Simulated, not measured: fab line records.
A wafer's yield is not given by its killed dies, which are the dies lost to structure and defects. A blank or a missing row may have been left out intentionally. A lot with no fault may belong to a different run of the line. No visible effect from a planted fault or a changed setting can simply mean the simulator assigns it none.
What tool caused it? / flow sky130 / 12 lots with 36 wafers sampled at 5 steps, on a route of 708 steps

## WHAT THE GAUGES SHOWED, per wafer
SKY_VT_ADJUST_HVTR_CD_MEAS_07 targets a cd of 380 nm. Usual: cd nm reads 380 nm (standard deviation 3).
lot=L886; measured=day 9 13:56; on=cd sem-02; cd nm (nm)=376 378 374; flag=
lot=L889; measured=day 10 20:50; on=cd sem-01; cd nm (nm)=383 384 383; flag=
lot=L890; measured=day 10 23:23; on=cd sem-01; cd nm (nm)=385 382 384; flag=
lot=L891; measured=day 11 09:29; on=cd sem-01; cd nm (nm)=381 379 380; flag=
lot=L892; measured=day 11 15:56; on=cd sem-02; cd nm (nm)=379 380 380; flag=
lot=L893; measured=day 11 22:20; on=cd sem-01; cd nm (nm)=383 383 384; flag=
lot=L895; measured=day 12 19:14; on=cd sem-02; cd nm (nm)=380 377 377; flag=
lot=L896; measured=day 13 09:34; on=cd sem-02; cd nm (nm)=384 383 384; flag=
lot=L903; measured=day 15 06:55; on=cd sem-01; cd nm (nm)=376 376 375; flag=
lot=L904; measured=day 15 14:35; on=cd sem-02; cd nm (nm)=382 382 382; flag=
lot=L906; measured=day 16 02:37; on=cd sem-01; cd nm (nm)=379 379 378; flag=
lot=L907; measured=day 16 13:08; on=cd sem-01; cd nm (nm)=379 378 379; flag=

SKY_VT_ADJUST_HVTR_OVL_MEAS_08. Usual: VT_ADJUST_HVTR_OVL 1.1 nm, standard deviation 1.5.
lot=L886; measured=day 9 14:03; on=overlay-02; VT_ADJUST_HVTR_OVL (nm)=0.8 0.3 0.4; flag=
lot=L889; measured=day 10 20:57; on=overlay-01; VT_ADJUST_HVTR_OVL (nm)=0.7 0.6 -2.4; flag=
lot=L890; measured=day 10 23:31; on=overlay-02; VT_ADJUST_HVTR_OVL (nm)=2.2 2.3 0.9; flag=
lot=L891; measured=day 11 09:36; on=overlay-02; VT_ADJUST_HVTR_OVL (nm)=1.4 2.1 5.4; flag=
lot=L892; measured=day 11 16:04; on=overlay-02; VT_ADJUST_HVTR_OVL (nm)=3.4 4.2 1.5; flag=
lot=L893; measured=day 11 22:27; on=overlay-02; VT_ADJUST_HVTR_OVL (nm)=1.9 0.6 1.5; flag=
lot=L895; measured=day 12 19:21; on=overlay-02; VT_ADJUST_HVTR_OVL (nm)=1.7 2.0 1.3; flag=
lot=L896; measured=day 13 09:40; on=overlay-02; VT_ADJUST_HVTR_OVL (nm)=2.7 3.2 4.5; flag=
lot=L903; measured=day 15 07:02; on=overlay-02; VT_ADJUST_HVTR_OVL (nm)=0.9 -0.3 -1.0; flag=
lot=L904; measured=day 15 14:43; on=overlay-02; VT_ADJUST_HVTR_OVL (nm)=-0.9 -1.3 -0.7; flag=
lot=L906; measured=day 16 02:43; on=overlay-02; VT_ADJUST_HVTR_OVL (nm)=2.6 1.5 1.5; flag=
lot=L907; measured=day 16 13:16; on=overlay-01; VT_ADJUST_HVTR_OVL (nm)=-0.3 -0.7 0.3; flag=

SKY_SONOS_TUNNEL_TW_MEAS_12. Usual: SONOS_TUNNEL_TW 197.0, standard deviation 2.
lot=L886; measured=day 11 13:01; on=film metro-01; SONOS_TUNNEL_TW=198.4 197.7 196.7; flag=
lot=L889; measured=day 12 23:13; on=film metro-03; SONOS_TUNNEL_TW=193.7 195.4 195.6; flag=
lot=L890; measured=day 13 02:16; on=film metro-01; SONOS_TUNNEL_TW=195.7 196.8 197.6; flag=
lot=L891; measured=day 13 14:23; on=film metro-04; SONOS_TUNNEL_TW=200.1 199.4 199.9; flag=
lot=L892; measured=day 13 19:37; on=film metro-03; SONOS_TUNNEL_TW=195.2 194.2 194.9; flag=
lot=L893; measured=day 14 03:25; on=film metro-04; SONOS_TUNNEL_TW=199.5 199.9 198.7; flag=
lot=L895; measured=day 15 01:25; on=film metro-03; SONOS_TUNNEL_TW=194.8 196.4 196.1; flag=
lot=L896; measured=day 15 16:08; on=film metro-03; SONOS_TUNNEL_TW=194.1 194.5 195.4; flag=
lot=L903; measured=day 17 15:20; on=film metro-01; SONOS_TUNNEL_TW=109.2 111.1 111.2; flag=OFF
lot=L904; measured=day 17 23:25; on=film metro-03; SONOS_TUNNEL_TW=194.9 194.9 194.6; flag=
lot=L906; measured=day 18 12:40; on=film metro-01; SONOS_TUNNEL_TW=109.4 109.7 110.0; flag=OFF
lot=L907; measured=day 19 00:37; on=film metro-03; SONOS_TUNNEL_TW=195.1 195.4 194.5; flag=

## TOOL THAT RAN EACH LOT (tool first, then ch and the chambers of the sampled wafers, then the start)
lot=L886; SKY_VT_ADJUST_HVTP_STRIP_10=plasma asher-03 ch 0,1, day 6 04:32; SKY_SONOS_TUNNEL_IMPLANT_09=implanter-01 ch 0, day 11 12:36
lot=L889; SKY_VT_ADJUST_HVTP_STRIP_10=plasma asher-04 ch 0,1, day 7 06:30; SKY_SONOS_TUNNEL_IMPLANT_09=implanter-02 ch 0, day 12 22:49
lot=L890; SKY_VT_ADJUST_HVTP_STRIP_10=plasma asher-04 ch 0,1, day 7 08:32; SKY_SONOS_TUNNEL_IMPLANT_09=implanter-02 ch 0, day 13 01:51
lot=L891; SKY_VT_ADJUST_HVTP_STRIP_10=plasma asher-03 ch 0, day 7 16:48; SKY_SONOS_TUNNEL_IMPLANT_09=implanter-01 ch 0, day 13 13:59
lot=L892; SKY_VT_ADJUST_HVTP_STRIP_10=plasma asher-04 ch 0,1, day 7 22:17; SKY_SONOS_TUNNEL_IMPLANT_09=implanter-02 ch 0, day 13 19:11
lot=L893; SKY_VT_ADJUST_HVTP_STRIP_10=plasma asher-03 ch 0,1, day 8 04:11; SKY_SONOS_TUNNEL_IMPLANT_09=implanter-02 ch 0, day 14 03:01
lot=L895; SKY_VT_ADJUST_HVTP_STRIP_10=plasma asher-03 ch 0,1, day 8 22:30; SKY_SONOS_TUNNEL_IMPLANT_09=implanter-04 ch 0, day 15 01:00
lot=L896; SKY_VT_ADJUST_HVTP_STRIP_10=plasma asher-03 ch 0,1, day 9 09:05; SKY_SONOS_TUNNEL_IMPLANT_09=implanter-01 ch 0, day 15 15:45
lot=L903; SKY_VT_ADJUST_HVTP_STRIP_10=plasma asher-03 ch 0,1, day 11 00:00; SKY_SONOS_TUNNEL_IMPLANT_09=implanter-02 ch 0, day 17 14:50
lot=L904; SKY_VT_ADJUST_HVTP_STRIP_10=plasma asher-04 ch 0, day 11 06:30; SKY_SONOS_TUNNEL_IMPLANT_09=implanter-01 ch 0, day 17 23:00
lot=L906; SKY_VT_ADJUST_HVTP_STRIP_10=plasma asher-02 ch 0,1, day 11 17:14; SKY_SONOS_TUNNEL_IMPLANT_09=implanter-02 ch 0, day 18 12:17
lot=L907; SKY_VT_ADJUST_HVTP_STRIP_10=plasma asher-04 ch 0,1, day 12 03:06; SKY_SONOS_TUNNEL_IMPLANT_09=implanter-04 ch 0, day 19 00:11
- SKY_VT_ADJUST_HVTP_STRIP_10: strips in O2/N2.
- SKY_SONOS_TUNNEL_IMPLANT_09

## AS READ BY THE TOOLS THEMSELVES (means over the sampled wafers that have a number; for cases with no such wafer, the mark the record gives instead)
SKY_VT_ADJUST_HVTP_STRIP_10. Usual: drypump motor current A 6.0 A, standard deviation 0.36; oes product au 0.716 a.u., standard deviation 0.0046; strip time to endpoint s 14.19 s, standard deviation 0.036.
lot=L886; tool=plasma asher-03; drypump motor current A (A)=6.2; oes product au (a.u.)=0.713; strip time to endpoint s (s)=14.17; flag=
lot=L889; tool=plasma asher-04; drypump motor current A (A)=5.8; oes product au (a.u.)=0.723; strip time to endpoint s (s)=14.17; flag=
lot=L890; tool=plasma asher-04; drypump motor current A (A)=6.0; oes product au (a.u.)=0.716; strip time to endpoint s (s)=14.25; flag=
lot=L891; tool=plasma asher-03; drypump motor current A (A)=6.3; oes product au (a.u.)=0.716; strip time to endpoint s (s)=14.24; flag=
lot=L892; tool=plasma asher-04; drypump motor current A (A)=5.7; oes product au (a.u.)=0.715; strip time to endpoint s (s)=14.14; flag=
lot=L893; tool=plasma asher-03; drypump motor current A (A)=6.2; oes product au (a.u.)=0.713; strip time to endpoint s (s)=14.17; flag=
lot=L895; tool=plasma asher-03; drypump motor current A (A)=6.2; oes product au (a.u.)=0.718; strip time to endpoint s (s)=14.24; flag=
lot=L896; tool=plasma asher-03; drypump motor current A (A)=6.0; oes product au (a.u.)=0.720; strip time to endpoint s (s)=14.22; flag=
lot=L903; tool=plasma asher-03; drypump motor current A (A)=6.1; oes product au (a.u.)=0.717; strip time to endpoint s (s)=14.17; flag=
lot=L904; tool=plasma asher-04; drypump motor current A (A)=6.2; oes product au (a.u.)=0.717; strip time to endpoint s (s)=14.17; flag=
lot=L906; tool=plasma asher-02; drypump motor current A (A)=5.2; oes product au (a.u.)=0.718; strip time to endpoint s (s)=14.21; flag=
lot=L907; tool=plasma asher-04; drypump motor current A (A)=5.7; oes product au (a.u.)=0.715; strip time to endpoint s (s)=14.19; flag=

SKY_SONOS_TUNNEL_IMPLANT_09. Usual: beam energy keV 20.138, standard deviation 0.0063; dose ions cm2 1.0001e+12, standard deviation 1.2e+09; faraday current uA 5.63, standard deviation 0.1.
lot=L886; tool=implanter-01; beam energy keV=20.140; dose ions cm2=1.0004e+12; faraday current uA=5.57; flag=
lot=L889; tool=implanter-02; beam energy keV=20.137; dose ions cm2=9.9997e+11; faraday current uA=5.69; flag=
lot=L890; tool=implanter-02; beam energy keV=20.144; dose ions cm2=1.0003e+12; faraday current uA=5.66; flag=
lot=L891; tool=implanter-01; beam energy keV=20.143; dose ions cm2=9.9990e+11; faraday current uA=5.63; flag=
lot=L892; tool=implanter-02; beam energy keV=20.134; dose ions cm2=1.0000e+12; faraday current uA=5.74; flag=
lot=L893; tool=implanter-02; beam energy keV=20.141; dose ions cm2=1.0000e+12; faraday current uA=5.74; flag=
lot=L895; tool=implanter-04; beam energy keV=20.140; dose ions cm2=1.0018e+12; faraday current uA=5.58; flag=
lot=L896; tool=implanter-01; beam energy keV=20.137; dose ions cm2=9.9887e+11; faraday current uA=5.66; flag=
lot=L903; tool=implanter-02; beam energy keV=20.131; dose ions cm2=9.9033e+10; faraday current uA=0.57; flag=OFF
lot=L904; tool=implanter-01; beam energy keV=20.144; dose ions cm2=9.9853e+11; faraday current uA=5.54; flag=
lot=L906; tool=implanter-02; beam energy keV=20.136; dose ions cm2=9.9567e+10; faraday current uA=0.57; flag=OFF
lot=L907; tool=implanter-04; beam energy keV=20.138; dose ions cm2=1.0005e+12; faraday current uA=5.60; flag=

## THE ANSWER, worked out from the rows above alone
Rule: take the mean of a lot's wafers that have a number; if it is more than 3 standard deviations from the usual mean, the lot is off. A lot without any number at a reading at which 4 lots or more have one is off too. All remaining lots with rows at the step are treated as sound. After the gauges, taken in route order, come the tools' own readings; for these a lot's mean is taken, as printed above. The first step at which some lot is off is used, and at that step the reading that is off furthest; a lot without a number counts as furthest.
Off: L903, L906, at SKY_SONOS_TUNNEL_TW_MEAS_12 (SONOS_TUNNEL_TW).
A tool fits if, at a process step before that reading, it ran every lot that is off, and no sound lot after the first of them. Not tried: the gauges at SKY_SONOS_TUNNEL_TW_MEAS_12; whatever is off there is also off at SKY_SONOS_TUNNEL_IMPLANT_09, on other tools, and gauge error can't account for it. One candidate fits, namely implanter-02 at SKY_SONOS_TUNNEL_IMPLANT_09. A fault onset in the window from L893 (day 14 03:01, its last sound lot) to L903 (day 17 14:50, its first lot off) fits.
The tool's own readings at SKY_SONOS_TUNNEL_IMPLANT_09 bear it out: on the lots that are off they differ by more than 5 times the standard deviation of the sound lots' means. dose ions cm2 reads 9.9300e+10 there against 1.0000e+12 on the sound lots; faraday current uA reads 0.57 there against 5.64 on the sound lots.

## WHAT THE SIMULATOR PUT IN
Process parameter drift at SKY_SONOS_TUNNEL_IMPLANT_09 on implanter-02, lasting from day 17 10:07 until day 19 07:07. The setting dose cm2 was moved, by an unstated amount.
Struck lots among those shown: L903, L906. Same finding as the rule above.
